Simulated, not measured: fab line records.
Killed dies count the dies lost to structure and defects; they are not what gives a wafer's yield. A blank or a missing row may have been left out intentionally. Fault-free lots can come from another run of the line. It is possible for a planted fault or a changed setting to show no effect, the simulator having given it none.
Struck lot and sound lot, side by side    flow gf180mcu    18 out of 602 route steps
Sound: these wafers, L539.1, L539.3, L539.4. Struck: wafers L546.2, L546.3, L546.5. At the end, the cause is stated.
At each step with rows: each side's tool, then ch and its chambers, then its first start. Under that, the readings that differ: sound wafers    struck wafers    difference of the means    sigmas: that difference in standard deviations of wafers without a fault.
alike: readings with means less than 2 such deviations apart, plus words and numbers identical on both sides. not compared: withheld readings, readings lacking a value on some wafer, bounds such as >300 that could conceal the same value, and numbers that have no deviation in the record and whose values overlap.
Wherever a step has rows on one side only, a row that says differs or no value, or a row with sigmas, the two part there. Numbers that don't overlap but have no deviation are shown without sigmas and don't part them. A reading that every wafer of one side lacks parts them only if that side has two wafers or more.

first, 1 step without rows for these wafers: GF_HV_LDD_CLEAN_51 (cleans in SC1/SC2, time 150 s).
GF_HV_LDD_RTA_52: time 10 s.
  sound on rtp_anneal-01 ch 0, day 15 01:17; struck on rtp_anneal-01 ch 0, day 17 10:22
  alike: lamp_power_pct, wafer_temp_C_max
GF_HV_LDD_RS_MEAS_53: uses a four-point probe to measure.
  sound: film_metro-02 at day 15 01:21; struck: film_metro-02 at day 17 10:26
  alike: HV_LDD_RS
then, 1 step without rows for these wafers: GF_HV_LDD_CVD_54 (deposits SiO2 from TEOS, target thk 10 nm, time 75 s).
GF_HV_LDD_THK_MEAS_55:
  sound: film_metro-03 at day 15 03:46; struck: film_metro-02 at day 17 11:34
reading                 sound              struck           difference  sigmas
HV_LDD_CVD_54_THK (nm)  10.24 10.26 10.36  9.80 9.83 10.00  -0.41       -3
then, 1 step without rows for these wafers: GF_HV_LDD_CVD_56 (deposits Si3N4 from DCS/NH3, target thk 90 nm, time 1543 s).
GF_HV_LDD_THK_MEAS_57:
  sound: film_metro-02 at day 15 05:55; struck: film_metro-02 at day 17 13:04
  alike: HV_LDD_CVD_56_THK
GF_HV_LDD_ETCHBACK_58: etches Si3N4 in CH3F/O2, stops on SiO2, time 100 s, target depth 90 nm.
  sound on rie_diel-02 ch 0,1,3, day 15 05:58; struck on rie_diel-02 ch 2,3, day 17 13:07
  alike: drypump_motor_current_A, oes_product_au, throttle_valve_pct
  not compared: rf_hours_counter_h
then, 4 steps without rows for these wafers: GF_NSD_DEHYDRATE_00 (time 60 s); GF_NSD_HMDS_01 (prime time 60 s); GF_NSD_COAT_02 (resist thk 1000 nm); GF_NSD_SOFTBAKE_03 (time 60 s).
GF_NSD_EXPOSE_04: exposes mask Nplus, target cd 400 nm.
  sound on iline_stepper-01 ch 0, day 15 16:26; struck on iline_stepper-02 ch 0, day 18 01:04
reading                      sound              struck                difference  sigmas
model.NSD.overlay_x_nm (nm)  2.865 2.865 2.865  -77.51 -77.51 -77.51  -80.38      
  alike: mask
then, 2 steps without rows for these wafers: GF_NSD_PEB_05; GF_NSD_DEVELOP_06 (develop time 60 s).
GF_NSD_CD_MEAS_07: the cd target is 400 nm.
  sound: cd_sem-02 at day 16 03:14; struck: cd_sem-02 at day 18 12:46
reading     sound              struck             difference  sigmas
cd_nm (nm)  396.9 398.0 395.1  402.8 402.6 403.3  +6.2        +2
GF_NSD_OVL_MEAS_08:
  sound: overlay-01 at day 16 03:22; struck: overlay-02 at day 18 13:04
reading       sound        struck             difference  sigmas
NSD_OVL (nm)  2.6 2.2 1.9  -77.9 -77.1 -76.9  -79.5       -53
  not compared: hold
following that, these wafers have no rows for 1 step: GF_PASSIVATION_PROBE_99.

WHERE THEY PART
First at GF_HV_LDD_THK_MEAS_55; last, within this record, at GF_NSD_OVL_MEAS_08.

WHY: whatever the simulator had introduced
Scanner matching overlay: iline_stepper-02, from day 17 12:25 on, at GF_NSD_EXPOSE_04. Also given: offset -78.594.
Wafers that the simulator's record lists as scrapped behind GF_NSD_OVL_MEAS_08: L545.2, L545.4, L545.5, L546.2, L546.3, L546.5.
